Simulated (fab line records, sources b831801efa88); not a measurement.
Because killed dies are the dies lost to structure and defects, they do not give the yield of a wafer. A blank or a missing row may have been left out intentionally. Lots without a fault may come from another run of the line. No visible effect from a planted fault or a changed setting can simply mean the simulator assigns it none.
Which tool was responsible? / flow sky130 / 12 lots (36 wafers sampled), 1 step of a 708-step route

## WHAT THE GAUGES SHOWED, per wafer
SKY_METAL1_CD_MEAS_15: target cd 140 nm.
lot=L075; measured=day 33 05:50; on=cd sem-02; cd nm (nm)=139.1 139.6 138.7
lot=L077; measured=day 33 22:20; on=cd sem-01; cd nm (nm)=141.6 143.2 141.6
lot=L079; measured=day 34 05:41; on=cd sem-01; cd nm (nm)=141.5 141.9 140.7
lot=L081; measured=day 34 18:06; on=cd sem-02; cd nm (nm)=141.4 143.7 143.0
lot=L083; measured=day 35 11:08; on=cd sem-01; cd nm (nm)=138.1 137.4 138.3
lot=L085; measured=day 36 04:18; on=cd sem-02; cd nm (nm)=138.4 139.3 139.3
lot=L087; measured=day 36 16:22; on=cd sem-02; cd nm (nm)=140.3 141.4 140.1
lot=L089; measured=day 37 15:13; on=cd sem-01; cd nm (nm)=140.9 141.0 140.1
lot=L091; measured=day 38 11:31; on=cd sem-02; cd nm (nm)=141.9 141.8 141.0
lot=L092; measured=day 38 17:02; on=cd sem-02; cd nm (nm)=142.1 142.9 143.3
lot=L095; measured=day 39 22:13; on=cd sem-02; cd nm (nm)=140.3 139.5 138.9
lot=L096; measured=day 40 07:16; on=cd sem-01; cd nm (nm)=141.7 142.7 143.0

## EACH LOT AND THE TOOL THAT RAN IT (in order: tool; ch and the chambers of the sampled wafers; start)
No process step before these readings appears in the record.

## THE ANSWER, worked out from the rows above alone
Rule: usual is defined by the lots themselves. Put in order of their means at a reading, lots are off if they are a third of the lots or fewer, leave a main group of 4 or more, and stand apart from it by a gap of 3 or more times the standard deviation of the main group's means; of several such gaps the widest counts. A main group whose means are all the same, to the digits that the tables above print for the reading, isn't used. Also off: a lot with no number at a reading for which 4 or more lots have one. Where the step has rows for the other lots, those lots are counted as sound.
No lot is off on any of the readings shown, so nothing can be concluded from this.

## WHAT THE SIMULATOR PUT IN
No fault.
